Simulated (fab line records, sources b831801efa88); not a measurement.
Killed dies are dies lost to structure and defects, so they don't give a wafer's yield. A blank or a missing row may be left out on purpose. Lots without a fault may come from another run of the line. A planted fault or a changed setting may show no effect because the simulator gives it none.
fab line records | flow sky130
record lots=12 wafers=36 last_day=50
route steps=708 shown FIELD_ISO@21 VIA4@652 PASSIVATION@693 PAD_OPEN@707
lots that met no fault: from a run of the same line without faults
start_h: hours from the record's first day to the start of the lot's first wafer shown | wait_h: hours since the lot's step before | " the same as in the row above | L1.1+2: a row that stands for several wafers | - no value, or no start given | * or withheld: withheld | < > ~ a bound
route shown NAME@n: a module of which the file shows steps, and the number in the route of the first | usual: mean/standard deviation of fault-free wafers | same: alike in all rows | chamber/n: place in a boat | sites: the reading at each site | _std_site: their standard deviation | _edge_site: outer sites' mean less inner sites' | radius_mm: how far each site lies from the wafer's centre | mask NAME#n: copy n | behind: the tool/chamber that last shaped the wafer | hold: why the lot was held/for how many hours/how that ended | device: the transistor (n, p or np) that didn't switch | end of line: the same wafers' tests at the end of the route | a step without rows: its recipe alone | killed: dies lost to structure and defects at the first sort, not the wafer's yield | map: a wafer's dies, x killed, . not, _ none there
set.NAME: the setting as run; set.NAME@STEP: as run at that earlier step | model.NAME: the simulator's own value behind a step, which no gauge read
steps of the route over a sample of lots; a table a step, a row a wafer
services: from which hour (start_h, from the record's first day; less than 0 if before it) a tool's chamber was out of use, for how many hours, and why
## steps
# step SKY_FIELD_ISO_CLEAN_20
# recipe chemistry=dHF time_s=20 dilution=100:1
# columns lot.wafer tool chamber start_h wait_h
L470.2+4+6 wet_bench-03 1 29.22 0.0
L472.1+3+5 wet_bench-03 0 39.87 0.0
L475.2+3+4 wet_bench-03 3 53.39 0.0
L480.1+4+5 wet_bench-01 0 83.12 0.0
L482.1+3+5 wet_bench-01 1 91.82 0.0
L483.1+3+6 wet_bench-02 1 96.57 0.0
L484.3+5+6 wet_bench-03 2 101.83 0.0
L485.1+2+4 wet_bench-01 1 108.46 0.0
L487.4+5+6 wet_bench-03 2 116.93 0.0
L488.1+3+6 wet_bench-03 2 122.53 0.0
L492.1+4+6 wet_bench-02 3 146.28 0.0
L493.2+5+6 wet_bench-03 3 155.69 0.0
# step SKY_VIA4_STRIP_13
# recipe chemistry=O2/N2 power_w=1400 pressure_mtorr=1500 platen_temp_c=withheld o2_flow_sccm=3000 n2_flow_sccm=300 overash_fraction=0.5
# usual drypump_motor_current_A=5.58/0.27 oes_product_au=0.709/0.0041 strip_time_to_endpoint_s=12.809/0.028
# same overash_fraction=0.5
# columns lot.wafer tool chamber start_h wait_h drypump_motor_current_A oes_product_au rf_hours_counter_h strip_time_to_endpoint_s
L470.2 plasma_asher-03 0 984.75 - 5.86 0.714 83 12.811
L470.4 " 0 " " 5.85 0.709 - 12.818
L470.6 " 0 " " 5.86 0.717 - 12.793
L472.1 plasma_asher-03 0 1009.95 - 5.85 0.709 85 12.828
L472.3 " 1 " " 5.76 0.712 - 12.803
L472.5 " 0 " " 5.88 0.709 - 12.818
L475.2 plasma_asher-03 0 1042.80 - 5.87 0.713 88 12.797
L475.3 " 1 " " 5.74 0.708 - 12.803
L475.4 " 0 " " 5.86 0.712 - 12.803
L480.1 plasma_asher-02 1 1072.40 - 5.09 0.710 63 12.808
L480.4 " 1 " " 5.09 0.710 - 12.792
L480.5 " 0 " " 5.55 0.706 - 12.819
L482.1 plasma_asher-02 1 1074.15 - 5.09 0.704 63 12.842
L482.3 " 0 " " 5.57 0.703 - 12.810
L482.5 " 1 " " 5.05 0.702 - 12.887
L483.1 plasma_asher-02 1 1075.60 - 5.10 0.717 63 12.820
L483.3 " 0 " " 5.59 0.707 - 12.801
L483.6 " 1 " " 5.09 0.712 - 12.790
L484.3 plasma_asher-03 1 1082.29 - 5.76 0.710 - 12.785
L484.5 " 1 " " 5.77 0.708 - 12.789
L484.6 " 0 " " 5.88 0.705 - 12.790
L485.1 plasma_asher-03 0 1107.45 - 5.87 0.712 95 12.772
L485.2 " 1 " " 5.73 0.718 95 12.778
L485.4 " 0 " " 5.89 0.706 - 12.808
L487.4 plasma_asher-02 1 1116.69 - 5.08 0.706 - 12.802
L487.5 " 0 " " 5.58 0.709 - 12.846
L487.6 " 1 " " 5.14 0.709 - 12.782
L488.1 plasma_asher-01 1 1121.35 - 5.83 0.708 5 12.800
L488.3 " 0 " " 5.46 0.711 - 12.824
L488.6 " 0 " " 5.45 0.708 - 12.743
L492.1 plasma_asher-03 1 1129.55 - 5.75 0.715 97 12.822
L492.4 " 0 " " 5.90 0.707 - 12.859
L492.6 " 0 " " 5.89 0.707 - 12.793
L493.2 plasma_asher-02 0 1142.70 - 5.54 0.716 71 12.798
L493.5 " 0 " " 5.55 0.712 - 12.779
L493.6 " 1 " " 5.08 0.716 - 12.777
# step SKY_PASSIVATION_STRIP_12
# recipe chemistry=O2/N2 power_w=1400 pressure_mtorr=1500 platen_temp_c=withheld overash_fraction=0.7 o2_flow_sccm=3000 n2_flow_sccm=300
# usual drypump_motor_current_A=5.5/0.4 oes_product_au=0.661/0.0043 strip_time_to_endpoint_s=31.56/0.14
# same overash_fraction=0.7
# columns lot.wafer tool chamber start_h wait_h drypump_motor_current_A oes_product_au rf_hours_counter_h strip_time_to_endpoint_s
L470.2 plasma_asher-04 1 1033.74 0.1 5.2 0.663 29 31.36
L470.4 " 0 " " 6.3 0.664 - 31.63
L470.6 " 0 " " 6.3 0.663 - 31.50
L472.1 plasma_asher-02 1 1056.99 0.1 5.1 0.659 62 31.69
L472.3 " 1 " " 5.1 0.666 - 31.62
L472.5 " 1 " " 5.1 0.671 - 31.65
L475.2 plasma_asher-04 1 1085.69 0.1 5.3 0.653 34 31.37
L475.3 " 1 " " 5.3 0.658 - 31.40
L475.4 " 0 " " 6.3 0.659 - 31.52
L480.1 plasma_asher-04 1 1114.64 0.1 5.3 0.658 36 31.62
L480.4 " 0 " " 6.3 0.663 - 31.44
L480.5 " 0 " " 6.3 0.658 - 31.70
L482.1 plasma_asher-01 0 1117.79 0.1 5.4 0.659 5 31.53
L482.3 " 1 " " 5.9 0.660 - 31.69
L482.5 " 1 " " 5.9 0.666 - 31.60
L483.1 plasma_asher-01 0 1118.14 0.1 5.5 0.657 5 31.64
L483.3 " 1 " " 5.9 0.657 - 31.72
L483.6 " 1 " " 5.8 0.663 - 31.70
L484.3 plasma_asher-02 1 1123.98 0.1 5.1 0.657 - 31.47
L484.5 " 1 " " 5.1 0.656 - 31.58
L484.6 " 0 " " 5.6 0.664 - 31.41
L485.1 plasma_asher-02 1 1146.54 0.1 5.1 0.664 71 31.70
L485.2 " 0 " " 5.6 0.660 71 31.62
L485.4 " 0 " " 5.6 0.668 - 31.56
L487.4 plasma_asher-02 0 1155.73 0.1 5.6 0.661 - 31.56
L487.5 " 1 " " 5.1 0.665 - 31.78
L487.6 " 0 " " 5.6 0.663 - 31.50
L488.1 plasma_asher-04 0 1161.29 0.1 6.3 0.668 41 31.57
L488.3 " 0 " " 6.4 0.657 - 31.63
L488.6 " 1 " " 5.3 0.665 - 31.69
L492.1 plasma_asher-01 1 1166.54 0.1 5.8 0.653 8 31.53
L492.4 " 1 " " 5.8 0.659 - 31.43
L492.6 " 1 " " 5.8 0.667 - 31.47
L493.2 plasma_asher-01 0 1179.30 0.1 5.4 0.654 9 31.60
L493.5 " 1 " " 5.8 0.662 - 31.57
L493.6 " 0 " " 5.4 0.663 - 31.43
# step SKY_PAD_OPEN_BOW_MEAS_13
# recipe mode=bow
# usual PAD_OPEN_BOW=45/8.7
# columns lot.wafer tool chamber start_h wait_h PAD_OPEN_BOW[um]
L470.2 film_metro-02 - 1057.53 - 64
L470.4 " - " " 67
L470.6 " - " " 57
L472.1 film_metro-04 - 1079.59 - 40
L472.3 " - " " 42
L472.5 " - " " 41
L475.2 film_metro-02 - 1106.81 - 57
L475.3 " - " " 65
L475.4 " - " " 51
L480.1 film_metro-02 - 1134.68 - 34
L480.4 " - " " 44
L480.5 " - " " 44
L482.1 film_metro-04 - 1138.64 - 62
L482.3 " - " " 48
L482.5 " - " " 44
L483.1 film_metro-02 - 1139.02 - 35
L483.3 " - " " 52
L483.6 " - " " 55
L484.3 film_metro-02 - 1144.24 - 31
L484.5 " - " " 36
L484.6 " - " " 42
L485.1 film_metro-02 - 1165.98 - 35
L485.2 " - " " 46
L485.4 " - " " 50
L487.4 film_metro-02 - 1174.61 - 49
L487.5 " - " " 52
L487.6 " - " " 58
L488.1 film_metro-01 - 1180.48 - 32
L488.3 " - " " 32
L488.6 " - " " 34
L492.1 film_metro-01 - 1185.59 - 37
L492.4 " - " " 41
L492.6 " - " " 51
L493.2 film_metro-01 - 1197.36 - 34
L493.5 " - " " 45
L493.6 " - " " 61
# step SKY_PAD_OPEN_PROBE_99
# usual killed_at_M0_to_M3=44/6.5 killed_at_M4_up=3.3/1.9 killed_at_contacts=23/4.7 killed_at_front_end=15/4.5 killed_at_other=0.2/0.52 killed_dies=86/8.9 killed_open=47/6.8 killed_short=39/6.1
# same gross_dies=492 killed_at_back_side=0
# columns lot.wafer tool chamber start_h wait_h killed_at_M0_to_M3 killed_at_M4_up killed_at_contacts killed_at_front_end killed_at_other killed_dies killed_open killed_short
L472.1 prober-02 - 1079.71 0.1 57 1 25 20 0 103 63 40
L472.3 prober-02 - 1079.81 0.2 49 2 19 10 1 81 48 33
L472.5 prober-02 - 1079.91 0.2 46 3 25 19 1 94 59 35
L480.1 prober-01 - 1134.80 0.1 50 4 17 75 0 146 48 40
L480.4 prober-01 - 1134.95 0.2 28 8 21 63 0 120 33 37
L480.5 prober-01 - 1135.00 0.2 43 1 31 67 0 142 49 38
L483.6 prober-02 - 1139.39 0.2 39 2 25 10 0 76 39 37
L484.3 prober-01 - 1144.42 0.2 44 5 20 17 0 86 48 38
L484.5 prober-01 - 1144.52 0.2 38 2 13 16 0 69 41 28
L484.6 prober-01 - 1144.57 0.2 37 3 27 10 0 77 45 32
L492.1 prober-02 - 1185.71 0.1 44 1 19 15 0 79 40 39
L492.4 prober-02 - 1185.86 0.2 44 3 25 10 1 83 49 34
L492.6 prober-02 - 1185.96 0.2 49 2 28 8 0 87 41 46
L493.2 prober-01 - 1197.51 0.1 44 4 25 11 0 84 48 36
L493.5 prober-01 - 1197.66 0.2 39 5 25 10 0 79 42 37
L493.6 prober-01 - 1197.71 0.2 38 5 23 10 2 78 45 33
# killed by level:class
L472.1 VIA1:geometric_particle:open=16 CONTACT:geometric_particle:open=12 FIELD_ISO:geometric_particle:open=7 METAL1:geometric_particle:short=7 VIA2:geometric_particle:open=7 LI_CONTACT:geometric_particle:open=6 POLY_GATE:geometric_particle:short=5 METAL3:geometric_particle:short=5
L472.3 VIA1:geometric_particle:open=12 VIA2:geometric_particle:open=10 CONTACT:geometric_particle:open=5 VIA1:geometric_particle:short=5 VIA2:geometric_particle:short=5 FIELD_ISO:geometric_particle:open=4 POLY_GATE:geometric_particle:short=4 LI_CONTACT:geometric_particle:open=4
L472.5 LI_CONTACT:geometric_particle:open=11 VIA1:geometric_particle:open=10 VIA3:geometric_particle:open=8 FIELD_ISO:geometric_particle:open=7 VIA2:geometric_particle:open=7 METAL1:geometric_particle:short=6 CONTACT:geometric_particle:short=5 VIA1:geometric_particle:short=5
L480.1 FIELD_ISO:unspecified=58 VIA2:geometric_particle:open=11 VIA1:geometric_particle:open=9 LI_CONTACT:geometric_particle:open=8 METAL2:geometric_particle:short=7 METAL3:geometric_particle:short=6 CONTACT:geometric_particle:open=5 FIELD_ISO:geometric_particle:short=4
L480.4 FIELD_ISO:unspecified=50 VIA1:geometric_particle:open=10 CONTACT:geometric_particle:open=7 METAL4:geometric_particle:short=7 LOCAL_INTERCONNECT:geometric_particle:short=6 VIA2:geometric_particle:short=4 LI_CONTACT:geometric_particle:open=3 VIA2:geometric_particle:open=3
L480.5 FIELD_ISO:unspecified=55 VIA1:geometric_particle:open=11 CONTACT:geometric_particle:open=10 CONTACT:geometric_particle:short=9 LOCAL_INTERCONNECT:geometric_particle:short=7 VIA2:geometric_particle:open=7 VIA1:geometric_particle:short=6 VIA3:geometric_particle:open=6
L483.6 CONTACT:geometric_particle:short=8 VIA1:geometric_particle:open=8 METAL1:geometric_particle:short=7 VIA2:geometric_particle:open=7 CONTACT:geometric_particle:open=6 LOCAL_INTERCONNECT:geometric_particle:short=5 METAL2:geometric_particle:short=5 VIA1:geometric_particle:short=4
L484.3 VIA3:geometric_particle:open=9 VIA2:geometric_particle:open=9 VIA1:geometric_particle:open=8 FIELD_ISO:geometric_particle:short=6 CONTACT:geometric_particle:open=6 METAL1:geometric_particle:short=6 LOCAL_INTERCONNECT:geometric_particle:short=4 LI_CONTACT:geometric_particle:short=4
L484.5 VIA1:geometric_particle:open=10 VIA2:geometric_particle:open=6 FIELD_ISO:geometric_particle:short=5 LI_CONTACT:geometric_particle:open=4 CONTACT:geometric_particle:open=4 METAL1:geometric_particle:open=4 VIA2:geometric_particle:short=4 FIELD_ISO:geometric_particle:open=3
L484.6 VIA2:geometric_particle:open=8 LI_CONTACT:geometric_particle:open=8 CONTACT:geometric_particle:open=8 CONTACT:geometric_particle:short=6 VIA1:geometric_particle:open=5 FIELD_ISO:geometric_particle:open=4 VIA3:geometric_particle:open=4 METAL2:geometric_particle:short=4
L492.1 VIA1:geometric_particle:open=8 CONTACT:geometric_particle:open=8 METAL1:geometric_particle:short=8 FIELD_ISO:geometric_particle:open=6 METAL2:geometric_particle:short=6 VIA3:geometric_particle:open=6 VIA1:geometric_particle:short=5 FIELD_ISO:geometric_particle:short=4
L492.4 VIA1:geometric_particle:open=10 VIA2:geometric_particle:open=9 CONTACT:geometric_particle:open=7 LOCAL_INTERCONNECT:geometric_particle:short=6 VIA3:geometric_particle:open=6 LI_CONTACT:geometric_particle:open=5 POLY_GATE:geometric_particle:open=4 METAL1:geometric_particle:short=4
L492.6 VIA1:geometric_particle:open=14 VIA2:geometric_particle:open=9 LOCAL_INTERCONNECT:geometric_particle:short=8 CONTACT:geometric_particle:short=8 METAL2:geometric_particle:short=6 METAL1:geometric_particle:short=6 LI_CONTACT:geometric_particle:open=5 VIA1:geometric_particle:short=5
L493.2 VIA1:geometric_particle:open=10 VIA3:geometric_particle:open=7 LI_CONTACT:geometric_particle:open=6 LOCAL_INTERCONNECT:geometric_particle:short=6 CONTACT:geometric_particle:open=6 VIA2:geometric_particle:open=6 POLY_GATE:geometric_particle:open=5 METAL2:geometric_particle:short=5
L493.5 VIA1:geometric_particle:open=9 LI_CONTACT:geometric_particle:open=7 VIA2:geometric_particle:open=7 CONTACT:geometric_particle:open=6 CONTACT:geometric_particle:short=6 VIA1:geometric_particle:short=6 METAL2:geometric_particle:short=4 LI_CONTACT:geometric_particle:short=3
L493.6 CONTACT:geometric_particle:open=10 VIA3:geometric_particle:open=7 VIA1:geometric_particle:open=6 VIA1:geometric_particle:short=6 LI_CONTACT:geometric_particle:open=4 LOCAL_INTERCONNECT:geometric_particle:short=4 POLY_GATE:geometric_particle:open=3 CONTACT:geometric_particle:short=3
## services
# columns tool chamber start_h hours kind
plasma_asher-01 - 44.83 2.3 repair
plasma_asher-03 - 79.56 28.6 repair
plasma_asher-01 - 92.40 3.8 repair
plasma_asher-03 - 108.75 9.0 pm
plasma_asher-02 - 114.53 4.2 repair
plasma_asher-03 - 143.52 16.6 pm
plasma_asher-03 - 182.83 2.8 pm
wet_bench-03 - 281.22 4.7 repair
plasma_asher-02 - 283.51 3.4 repair
plasma_asher-03 - 367.33 7.1 repair
plasma_asher-02 - 382.16 3.8 repair
plasma_asher-02 - 421.25 9.0 pm
plasma_asher-01 - 428.32 2.8 pm
plasma_asher-02 - 540.61 2.1 repair
plasma_asher-03 - 667.76 11.0 repair
plasma_asher-01 - 704.36 2.3 repair
plasma_asher-01 - 721.53 4.0 repair
plasma_asher-03 - 721.92 3.1 repair
plasma_asher-02 - 767.70 2.8 pm
plasma_asher-01 - 799.02 3.8 repair
plasma_asher-02 - 883.55 6.7 repair
plasma_asher-02 - 1043.21 0.8 repair
plasma_asher-03 - 1155.33 1.2 repair
wet_bench-03 - 1157.01 4.1 repair
## key
first_sign step=SKY_PAD_OPEN_PROBE_99 reading=killed_at_front_end direction=up sigmas=12 usual=15 struck=68
effect step=SKY_PAD_OPEN_PROBE_99 reading=killed_dies direction=up sigmas=5.7 usual=86 struck=136
met_at SKY_FIELD_ISO_CLEAN_20
struck_lots L480
struck_wafers L480.1,L480.4,L480.5
tester_left_out L480
not_acting_at SKY_VIA4_STRIP_13,SKY_PASSIVATION_STRIP_12,SKY_PAD_OPEN_BOW_MEAS_13
fault kind=chamber_particle_source tool=wet_bench-01 chamber=0 onset_h=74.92 steps=SKY_FIELD_ISO_CLEAN_20 rate_per_visit_cm2=1.1228 end_h=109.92
# tester_left_out: of these lots the tester's yield and bins aren't shown, on N5 and GAA mostly nor the transistor test; their killed dies are dies lost to structure and defects alone, not to doping, threshold or leakage, so they don't give the yield
